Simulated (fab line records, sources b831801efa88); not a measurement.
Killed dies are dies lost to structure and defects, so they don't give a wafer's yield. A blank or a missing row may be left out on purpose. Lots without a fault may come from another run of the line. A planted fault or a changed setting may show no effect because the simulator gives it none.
fab line records | flow gf180mcu
record lots=7 wafers=21 last_day=34
route steps=602 shown POLY_GATE@157
lots that met no fault: from a run of the same line without faults
start_h: hours from the record's first day to the start of the lot's first wafer shown | wait_h: hours since the lot's step before | " the same as in the row above | L1.1+2: a row that stands for several wafers | - no value, or no start given | * or withheld: withheld | < > ~ a bound
route shown NAME@n: a module of which the file shows steps, and the number in the route of the first | usual: mean/standard deviation of fault-free wafers | same: alike in all rows | chamber/n: place in a boat | sites: the reading at each site | _std_site: their standard deviation | _edge_site: outer sites' mean less inner sites' | radius_mm: how far each site lies from the wafer's centre | mask NAME#n: copy n | behind: the tool/chamber that last shaped the wafer | hold: why the lot was held/for how many hours/how that ended | device: the transistor (n, p or np) that didn't switch | end of line: the same wafers' tests at the end of the route | a step without rows: its recipe alone | killed: dies lost to structure and defects at the first sort, not the wafer's yield | map: a wafer's dies, x killed, . not, _ none there
set.NAME: the setting as run; set.NAME@STEP: as run at that earlier step | model.NAME: the simulator's own value behind a step, which no gauge read
lots at some steps of the route; a table a step, a row a wafer
services: from which hour (start_h, from the record's first day; less than 0 if before it) a tool's chamber was out of use, for how many hours, and why
## steps
# step GF_POLY_GATE_CVD_00
# recipe material=poly-Si target_thk_nm=200 temp_c=620 time_s=1200 pressure_mtorr=200
# step GF_POLY_GATE_THK_MEAS_01
# recipe reads=poly-Si_of_POLY_GATE_CVD_00
# usual POLY_GATE_CVD_00_THK=199.8/2.3
# columns lot.wafer tool chamber start_h wait_h POLY_GATE_CVD_00_THK[nm]
L873.1 film_metro-04 - 206.10 0.0 198.9
L873.3 " - " " 200.7
L873.4 " - " " 199.3
L876.3 film_metro-03 - 226.93 0.1 201.2
L876.4 " - " " 198.8
L876.5 " - " " 202.1
L879.3 film_metro-04 - 246.75 0.0 202.1
L879.4 " - " " 204.8
L879.6 " - " " 203.2
L880.1 film_metro-03 - 258.57 0.0 204.2
L880.5 " - " " 203.7
L880.6 " - " " 201.5
L881.1 film_metro-02 - 260.20 0.0 196.9
L881.4 " - " " 197.7
L881.6 " - " " 196.8
L887.1 film_metro-03 - 311.03 0.0 201.7
L887.2 " - " " 200.2
L887.4 " - " " 200.7
L890.4 film_metro-04 - 333.82 0.0 199.7
L890.5 " - " " 196.8
L890.6 " - " " 198.6
# step GF_POLY_GATE_DEHYDRATE_02
# recipe temp_c=200 time_s=60
# step GF_POLY_GATE_HMDS_03
# recipe prime_time_s=60 prime_temp_c=120
# step GF_POLY_GATE_COAT_04
# recipe resist=BARC temp_c=withheld time_s=withheld spin_rpm=withheld resist_thk_nm=withheld
# step GF_POLY_GATE_COAT_05
# recipe resist=KrF spin_rpm=withheld resist_thk_nm=700
# step GF_POLY_GATE_SOFTBAKE_06
# recipe temp_c=130 time_s=60 resist=KrF
# step GF_POLY_GATE_EXPOSE_07
# recipe mask_id=Poly2 target_cd_nm=280 na=0.68 source_shape=conventional sigma_outer=0.6 dose_mj=28
# step GF_POLY_GATE_PEB_08
# recipe peb_temp_c=135 peb_time_s=90 resist=KrF
# step GF_POLY_GATE_DEVELOP_09
# recipe develop_time_s=60 resist=KrF dev_temp_c=21
# step GF_POLY_GATE_CD_MEAS_10
# recipe target_cd_nm=280
# usual cd_nm=280.2/1.2
# columns lot.wafer tool chamber start_h wait_h cd_nm
L873.1 cd_sem-02 - 223.80 0.1 281.6
L873.3 " - " " 282.0
L873.4 " - " " 280.0
L876.3 cd_sem-01 - 245.24 0.1 281.4
L876.4 " - " " 280.8
L876.5 " - " " 281.3
L879.3 cd_sem-02 - 265.14 0.1 280.6
L879.4 " - " " 281.1
L879.6 " - " " 280.1
L880.1 cd_sem-01 - 277.97 0.1 279.1
L880.5 " - " " 278.5
L880.6 " - " " 279.2
L881.1 cd_sem-01 - 278.92 0.1 280.7
L881.4 " - " " 281.1
L881.6 " - " " 280.8
L887.1 cd_sem-02 - 331.41 0.1 280.4
L887.2 " - " " 282.3
L887.4 " - " " 282.5
L890.4 cd_sem-02 - 354.52 0.1 279.0
L890.5 " - " " 276.7
L890.6 " - " " 276.8
# step GF_POLY_GATE_OVL_MEAS_11
# usual POLY_GATE_OVL=0/6.9
# columns lot.wafer tool chamber start_h wait_h POLY_GATE_OVL[nm]
L873.1 overlay-01 - 223.92 0.1 -1
L873.3 " - " " 1
L873.4 " - " " -2
L876.3 overlay-01 - 245.33 0.1 -5
L876.4 " - " " -2
L876.5 " - " " -13
L879.3 overlay-01 - 265.23 0.1 -4
L879.4 " - " " 1
L879.6 " - " " -1
L880.1 overlay-01 - 278.09 0.1 -5
L880.5 " - " " -1
L880.6 " - " " -7
L881.1 overlay-01 - 279.04 0.1 10
L881.4 " - " " 8
L881.6 " - " " 9
L887.1 overlay-02 - 331.53 0.1 8
L887.2 " - " " 9
L887.4 " - " " 5
L890.4 overlay-02 - 354.60 0.1 -1
L890.5 " - " " -4
L890.6 " - " " 2
# step GF_POLY_GATE_ETCH_12
# recipe chemistry=N2/H2 target_depth_a=withheld overetch_a=withheld time_s=withheld target=BARC ion_energy_ev=200 source_w=500 bias_w=100 pressure_mtorr=30 n2_flow_sccm=100 h2_flow_sccm=200
# usual bias_w=100.01/0.3 chamber_pressure_mTorr=30.001/0.027 drypump_motor_current_A=5.7/0.44 oes_product_au=0.735/0.0046 throttle_valve_pct=13.214/0.0099
# columns lot.wafer tool chamber start_h wait_h bias_w chamber_pressure_mTorr drypump_motor_current_A oes_product_au throttle_valve_pct
L873.1 rie_diel-03 3 223.95 0.0 99.93 29.985 5.8 0.739 13.200
L873.3 " 0 " " 100.41 30.027 6.3 0.730 13.218
L873.4 " 1 " " 99.28 29.980 6.0 0.729 13.230
L876.3 rie_diel-04 1 245.36 0.0 99.88 30.007 5.9 0.738 13.237
L876.4 " 2 " " 99.78 30.024 6.1 0.739 13.218
L876.5 " 1 " " 100.28 29.989 5.9 0.737 13.214
L879.3 rie_diel-04 1 265.25 0.0 - - - - -
L879.4 " 0 " " - - - - -
L879.6 " 2 " " - - - - -
L880.1 rie_diel-04 0 278.12 0.0 - - - - -
L880.5 " 2 " " - - - - -
L880.6 " 3 " " - - - - -
L881.1 rie_diel-02 1 279.08 0.0 - - - - -
L881.4 " 2 " " - - - - -
L881.6 " 1 " " - - - - -
L887.1 rie_diel-03 2 331.57 0.0 100.03 29.962 5.8 0.725 13.222
L887.2 " 0 " " 100.30 30.020 6.4 0.731 13.220
L887.4 " 1 " " 99.74 29.988 6.1 0.745 13.221
L890.4 rie_diel-02 1 354.62 0.0 99.77 29.968 5.9 0.731 13.197
L890.5 " 0 " " 99.70 30.044 5.1 0.729 13.215
L890.6 " 3 " " 100.79 29.992 5.4 0.734 13.209
# step GF_POLY_GATE_ETCH_13
# recipe target=poly-Si target_depth_nm=198.5 stop_on=SiO2 over_etch_frac=0.403 chemistry=HBr/Cl2 icp_w=400 bias_w=100 pressure_mtorr=10 HBr_flow_sccm=150 Cl2_flow_sccm=50 time_s=69.6
# usual HBr_flow_sccm=150.0/0.46 bias_w=100.0/0.34 drypump_motor_current_A=5.7/0.52 oes_product_au=0.992/0.0092 throttle_valve_pct=33.683/0.009
# columns lot.wafer tool chamber start_h wait_h HBr_flow_sccm bias_w drypump_motor_current_A oes_product_au rf_hours_counter_h throttle_valve_pct
L873.1 rie_si-01 0 224.00 - 149.7 99.9 5.2 0.989 20 33.681
L873.3 " 2 " " 149.8 100.6 6.5 0.991 5 33.699
L873.4 " 3 " " 150.4 100.4 5.6 0.980 19 33.691
L876.3 rie_si-01 1 245.41 - 149.3 99.1 5.3 0.994 2 33.695
L876.4 " 3 " " 150.7 99.4 5.6 0.977 19 33.682
L876.5 " 3 " " 151.1 99.4 5.6 0.978 - 33.666
L879.3 rie_si-01 3 265.30 - 150.3 99.9 5.6 0.272 19 33.699
L879.4 " 0 " " 149.9 100.1 5.2 0.272 20 33.681
L879.6 " 1 " " 149.9 100.1 5.3 0.268 - 33.691
L880.1 rie_si-01 1 278.17 - 149.9 100.2 5.3 0.267 2 33.685
L880.5 " 0 " " 150.6 100.4 5.2 0.272 - 33.674
L880.6 " 1 " " 150.8 99.8 5.2 0.274 - 33.672
L881.1 rie_si-02 2 279.13 - 150.9 99.8 5.8 0.272 5 33.684
L881.4 " 0 " " 150.2 100.2 5.8 0.268 2 33.668
L881.6 " 3 " " 150.5 100.0 6.3 0.269 - 33.686
L887.1 rie_si-02 1 331.62 - 149.7 100.1 4.9 0.998 54 33.674
L887.2 " 0 " " 150.1 100.0 5.9 1.002 2 33.691
L887.4 " 3 " " 150.1 99.7 6.2 1.006 1 33.671
L890.4 rie_si-02 3 354.67 - 149.7 99.8 6.2 0.980 1 33.675
L890.5 " 2 " " 150.4 100.0 5.8 0.999 - 33.693
L890.6 " 1 " " 150.8 100.1 4.9 0.991 - 33.697
# step GF_POLY_GATE_STRIP_14
# recipe chemistry=O2/N2 power_w=1400 pressure_mtorr=1500 platen_temp_c=250 o2_flow_sccm=3000 n2_flow_sccm=300 overash_fraction=0.5
# usual drypump_motor_current_A=5.6/0.31 heater_power_w=342/19 oes_product_au=0.504/0.0053
# columns lot.wafer tool chamber start_h wait_h drypump_motor_current_A heater_power_w oes_product_au rf_hours_counter_h
L873.1 plasma_asher-04 0 224.06 0.0 5.4 317 0.496 43
L873.3 " 0 " " 5.4 308 0.504 -
L873.4 " 1 " " 5.5 337 0.495 -
L876.3 plasma_asher-03 1 245.50 0.1 5.9 380 0.503 -
L876.4 " 0 " " 5.5 314 0.506 -
L876.5 " 1 " " 5.9 366 0.507 -
L879.3 plasma_asher-02 1 265.39 0.1 5.1 336 0.537 -
L879.4 " 0 " " 6.0 354 0.535 -
L879.6 " 1 " " 5.1 349 0.535 -
L880.1 plasma_asher-03 0 278.23 0.0 5.5 329 0.530 18
L880.5 " 1 " " 5.9 372 0.532 -
L880.6 " 0 " " 5.5 319 0.532 -
L881.1 plasma_asher-02 0 279.19 0.0 6.0 349 0.522 63
L881.4 " 0 " " 5.9 357 0.525 -
L881.6 " 1 " " 5.1 334 0.534 -
L887.1 plasma_asher-02 0 331.68 0.0 5.9 359 0.503 68
L887.2 " 1 " " 5.1 343 0.496 68
L887.4 " 0 " " 5.9 353 0.511 -
L890.4 plasma_asher-03 1 354.76 0.1 5.9 379 0.513 -
L890.5 " 0 " " 5.5 323 0.501 -
L890.6 " 1 " " 5.9 369 0.508 -
# step GF_POLY_GATE_CLEAN_15
# recipe chemistry=SC1/SC2 mix=1:4:20 temp_c=70 time_s=150 dry=n2_spin
# step GF_POLY_GATE_OXIDATION_16
# recipe temp_c=850 ambient=O2 stabilise_s=600 purge_s=300 target_thk_a=40 ox_time_s=899
# step GF_POLY_GATE_CD_MEAS_18
# usual cd_nm=279.9/1.7
# columns lot.wafer tool chamber start_h wait_h cd_nm
L873.1 cd_sem-01 - 226.44 0.1 281.8
L873.3 " - " " 281.1
L873.4 " - " " 278.8
L876.3 cd_sem-01 - 247.50 0.1 280.5
L876.4 " - " " 279.9
L876.5 " - " " 280.3
L879.3 cd_sem-02 - 267.53 0.1 -
L879.4 " - " " -
L879.6 " - " " -
L880.1 cd_sem-01 - 279.69 0.1 -
L880.5 " - " " -
L880.6 " - " " -
L881.1 cd_sem-02 - 282.06 0.1 -
L881.4 " - " " -
L881.6 " - " " -
L887.1 cd_sem-02 - 333.58 0.1 280.7
L887.2 " - " " 280.7
L887.4 " - " " 280.1
L890.4 cd_sem-02 - 357.16 0.1 278.9
L890.5 " - " " 277.6
L890.6 " - " " 277.9
## services
# columns tool chamber start_h hours kind
rie_diel-02 3 211.70 - clean
rie_diel-02 3 211.70 20.1 scheduled_down
rie_diel-02 3 211.70 20.1 vent_cycle
rie_si-02 3 223.61 - clean
rie_si-02 3 223.61 20.6 scheduled_down
rie_si-02 3 223.61 20.6 vent_cycle
rie_si-02 - 225.67 1.3 repair
rie_si-01 3 231.15 5.9 repair
rie_si-02 1 233.20 13.1 repair
rie_si-02 0 235.52 3.3 repair
rie_diel-03 1 261.40 3.7 repair
rie_diel-04 - 270.80 0.2 repair
rie_si-02 1 273.63 4.7 repair
rie_diel-04 0 289.51 4.0 repair
rie_diel-02 1 292.18 1.7 repair
rie_si-01 1 292.64 12.5 repair
plasma_asher-03 - 341.48 0.4 repair
rie_diel-03 - 345.41 4.3 pm
rie_si-01 - 345.96 2.8 pm
rie_si-01 2 350.92 14.5 repair
plasma_asher-02 - 354.33 14.6 pm
## key
first_sign step=GF_POLY_GATE_ETCH_12 reading=tool_record direction=missing
effect step=GF_POLY_GATE_ETCH_13 reading=oes_product_au direction=down sigmas=78 usual=0.992 struck=0.271
effect step=GF_POLY_GATE_STRIP_14 reading=oes_product_au direction=up sigmas=5.1 usual=0.504 struck=0.531
effect step=GF_POLY_GATE_CD_MEAS_18 reading=cd_nm direction=missing
met_at GF_POLY_GATE_ETCH_12
struck_wafers L879.3,L879.4,L879.6,L880.1,L880.5,L880.6,L881.1,L881.4,L881.6
later_rows_left_out L879.3,L879.4,L879.6,L880.1,L880.5,L880.6,L881.1,L881.4,L881.6
sort_left_out L879.3,L879.4,L879.6,L880.1,L880.5,L880.6,L881.1,L881.4,L881.6
tester_left_out L879,L880,L881
onset_between 245.36 265.25
fault kind=skipped_step_whole tool=rie_diel-02,rie_diel-04 chamber=- onset_h=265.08 steps=GF_POLY_GATE_ETCH_12 scope=struck_lots_only
# tester_left_out: of these lots the tester's yield and bins aren't shown, on N5 and GAA mostly nor the transistor test; their killed dies are dies lost to structure and defects alone, not to doping, threshold or leakage, so they don't give the yield
# sort_left_out: the simulated sort isn't trusted on such a fault, so these wafers' sort isn't shown, and their yield isn't known
# later_rows_left_out: the simulator's readings of these wafers behind a module that went badly wrong aren't trusted and aren't shown, but for the sort
